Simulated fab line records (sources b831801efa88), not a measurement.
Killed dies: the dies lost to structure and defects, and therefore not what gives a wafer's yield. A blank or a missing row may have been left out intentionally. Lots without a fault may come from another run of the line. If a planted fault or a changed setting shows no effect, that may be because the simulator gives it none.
Check of tool commonality / flow sky130 / 33 wafers sampled across 11 lots

REASON FOR OPENING
SKY_SD_N_RS_MEAS_16, reading SD_N_RS: flagged on 2 of 11 lots. No-fault wafers: 68.60 ohm/sq, standard deviation 0.12.
Rule: flag the lot when none of its wafers has a number, or when each of its wafers that has one lies beyond 4 standard deviations from that mean. As for the other lots, they are considered sound.

lot=L953; measured=day 27 23:42; on=film_metro-02; SD_N_RS (ohm/sq), wafer by wafer=68.43 68.55 68.30; flag=
lot=L954; measured=day 28 09:03; on=film_metro-03; SD_N_RS (ohm/sq), wafer by wafer=68.40 68.54 68.44; flag=
lot=L955; measured=day 28 11:36; on=film_metro-03; SD_N_RS (ohm/sq), wafer by wafer=68.69 68.72 68.82; flag=
lot=L956; measured=day 28 21:01; on=film_metro-02; SD_N_RS (ohm/sq), wafer by wafer=68.53 68.81 68.71; flag=
lot=L959; measured=day 29 22:08; on=film_metro-02; SD_N_RS (ohm/sq), wafer by wafer=68.61 68.51 68.66; flag=
lot=L960; measured=day 30 10:19; on=film_metro-04; SD_N_RS (ohm/sq), wafer by wafer=68.64 68.59 68.63; flag=
lot=L963; measured=day 31 10:49; on=film_metro-04; SD_N_RS (ohm/sq), wafer by wafer=67.72 67.84 67.71; flag=FLAGGED
lot=L967; measured=day 32 16:01; on=film_metro-02; SD_N_RS (ohm/sq), wafer by wafer=67.91 67.85 67.80; flag=FLAGGED
lot=L968; measured=day 33 00:35; on=film_metro-04; SD_N_RS (ohm/sq), wafer by wafer=68.63 68.58 68.52; flag=
lot=L975; measured=day 35 08:59; on=film_metro-04; SD_N_RS (ohm/sq), wafer by wafer=68.63 68.66 68.75; flag=
lot=L976; measured=day 35 13:35; on=film_metro-03; SD_N_RS (ohm/sq), wafer by wafer=68.88 68.79 68.93; flag=
On average the flagged lots' numbers are 67.80 ohm/sq, which is -0.80 ohm/sq against the usual, or -7 standard deviations.

LOT BY LOT: THE TOOL USED
3 process steps preceding the reading are held in the record, out of 708 steps in the route. Every cell lists first the tool, next ch and the chambers used by the sampled wafers, and last the start.
lot=L953; flag=; SKY_POLY_CUT_ETCH_10=rie_diel-04 ch 0,1, day 24 07:23; SKY_SD_N_IMPLANT_09=implanter-02 ch 0, day 27 23:01; SKY_SD_N_STRIP_11=plasma_asher-02 ch 0, day 27 23:18
lot=L954; flag=; SKY_POLY_CUT_ETCH_10=rie_diel-04 ch 1,3, day 24 16:08; SKY_SD_N_IMPLANT_09=implanter-02 ch 0, day 28 08:22; SKY_SD_N_STRIP_11=plasma_asher-04 ch 0,1, day 28 08:38
lot=L955; flag=; SKY_POLY_CUT_ETCH_10=rie_diel-04 ch 0,1,3, day 24 19:35; SKY_SD_N_IMPLANT_09=implanter-04 ch 0, day 28 10:55; SKY_SD_N_STRIP_11=plasma_asher-02 ch 0,1, day 28 11:12
lot=L956; flag=; SKY_POLY_CUT_ETCH_10=rie_diel-01 ch 0,1, day 25 04:11; SKY_SD_N_IMPLANT_09=implanter-01 ch 0, day 28 20:20; SKY_SD_N_STRIP_11=plasma_asher-04 ch 0,1, day 28 20:38
lot=L959; flag=; SKY_POLY_CUT_ETCH_10=rie_diel-02 ch 2,3, day 26 06:11; SKY_SD_N_IMPLANT_09=implanter-04 ch 0, day 29 21:27; SKY_SD_N_STRIP_11=plasma_asher-02 ch 0,1, day 29 21:45
lot=L960; flag=; SKY_POLY_CUT_ETCH_10=rie_diel-02 ch 1,2, day 26 19:26; SKY_SD_N_IMPLANT_09=implanter-01 ch 0, day 30 09:38; SKY_SD_N_STRIP_11=plasma_asher-02 ch 0,1, day 30 09:56
lot=L963; flag=FLAGGED; SKY_POLY_CUT_ETCH_10=rie_diel-02 ch 0,2, day 27 21:48; SKY_SD_N_IMPLANT_09=implanter-04 ch 0, day 31 10:08; SKY_SD_N_STRIP_11=plasma_asher-04 ch 0,1, day 31 10:25
lot=L967; flag=FLAGGED; SKY_POLY_CUT_ETCH_10=rie_diel-02 ch 2,3, day 29 04:17; SKY_SD_N_IMPLANT_09=implanter-04 ch 0, day 32 15:20; SKY_SD_N_STRIP_11=plasma_asher-03 ch 0,1, day 32 15:37
lot=L968; flag=; SKY_POLY_CUT_ETCH_10=rie_diel-02 ch 0,1,2, day 29 12:56; SKY_SD_N_IMPLANT_09=implanter-02 ch 0, day 32 23:35; SKY_SD_N_STRIP_11=plasma_asher-04 ch 0,1, day 33 00:11
lot=L975; flag=; SKY_POLY_CUT_ETCH_10=rie_diel-04 ch 0,1,3, day 31 23:29; SKY_SD_N_IMPLANT_09=implanter-02 ch 0, day 35 08:18; SKY_SD_N_STRIP_11=plasma_asher-04 ch 0,1, day 35 08:36
lot=L976; flag=; SKY_POLY_CUT_ETCH_10=rie_diel-02 ch 0,1, day 32 05:11; SKY_SD_N_IMPLANT_09=implanter-04 ch 0, day 35 12:55; SKY_SD_N_STRIP_11=plasma_asher-02 ch 0,1, day 35 13:11
These steps, and what they do:
- SKY_POLY_CUT_ETCH_10: etches BARC in N2/H2, stops on SiO2, time 45.9 s, target depth 60 nm.
- SKY_SD_N_IMPLANT_09
- SKY_SD_N_STRIP_11: strips in O2/N2.
- SKY_SD_N_RS_MEAS_16: measures by four-point-probe.

FLAGGED OVER TOTAL, TOOL BY TOOL (the gauges that took the reading come last)
step=SKY_POLY_CUT_ETCH_10; tool=rie_diel-01; lots run=1; flagged=0; share of the flagged lots=none; sound lots run after its first flagged lot=-
step=SKY_POLY_CUT_ETCH_10; tool=rie_diel-02; lots run=6; flagged=2; share of the flagged lots=all; sound lots run after its first flagged lot=2 (L968,L976)
step=SKY_POLY_CUT_ETCH_10; tool=rie_diel-04; lots run=4; flagged=0; share of the flagged lots=none; sound lots run after its first flagged lot=-
step=SKY_SD_N_IMPLANT_09; tool=implanter-01; lots run=2; flagged=0; share of the flagged lots=none; sound lots run after its first flagged lot=-
step=SKY_SD_N_IMPLANT_09; tool=implanter-02; lots run=4; flagged=0; share of the flagged lots=none; sound lots run after its first flagged lot=-
step=SKY_SD_N_IMPLANT_09; tool=implanter-04; lots run=5; flagged=2; share of the flagged lots=all; sound lots run after its first flagged lot=1 (L976)
step=SKY_SD_N_STRIP_11; tool=plasma_asher-02; lots run=5; flagged=0; share of the flagged lots=none; sound lots run after its first flagged lot=-
step=SKY_SD_N_STRIP_11; tool=plasma_asher-03; lots run=1; flagged=1; share of the flagged lots=some; sound lots run after its first flagged lot=0
step=SKY_SD_N_STRIP_11; tool=plasma_asher-04; lots run=5; flagged=1; share of the flagged lots=some; sound lots run after its first flagged lot=2 (L968,L975)
step=SKY_SD_N_RS_MEAS_16; tool=film_metro-02; lots run=4; flagged=1; share of the flagged lots=some; sound lots run after its first flagged lot=0
step=SKY_SD_N_RS_MEAS_16; tool=film_metro-03; lots run=3; flagged=0; share of the flagged lots=none; sound lots run after its first flagged lot=-
step=SKY_SD_N_RS_MEAS_16; tool=film_metro-04; lots run=4; flagged=1; share of the flagged lots=some; sound lots run after its first flagged lot=2 (L968,L975)

WHAT THE TABLE ALLOWS
In 2 table rows, all flagged lots were run: rie_diel-02 (SKY_POLY_CUT_ETCH_10), implanter-04 (SKY_SD_N_IMPLANT_09).
- rie_diel-02 at SKY_POLY_CUT_ETCH_10 ran 6 lots, 2 of them flagged. Sound lots ran on it after the first flagged one (L968, L976), which a lasting fault on the whole tool wouldn't allow.
- implanter-04 at SKY_SD_N_IMPLANT_09 ran 5 lots, 2 of them flagged. Sound lots ran on it after the first flagged one (L976), which a lasting fault on the whole tool wouldn't allow. Its own readings (end_station_pressure_torr) fall more than 4 standard deviations out on all wafers of the flagged lots.
Not one row of the table ran every flagged lot while running no sound lot after the first.

WHAT HAD BEEN PUT IN BY THE SIMULATOR
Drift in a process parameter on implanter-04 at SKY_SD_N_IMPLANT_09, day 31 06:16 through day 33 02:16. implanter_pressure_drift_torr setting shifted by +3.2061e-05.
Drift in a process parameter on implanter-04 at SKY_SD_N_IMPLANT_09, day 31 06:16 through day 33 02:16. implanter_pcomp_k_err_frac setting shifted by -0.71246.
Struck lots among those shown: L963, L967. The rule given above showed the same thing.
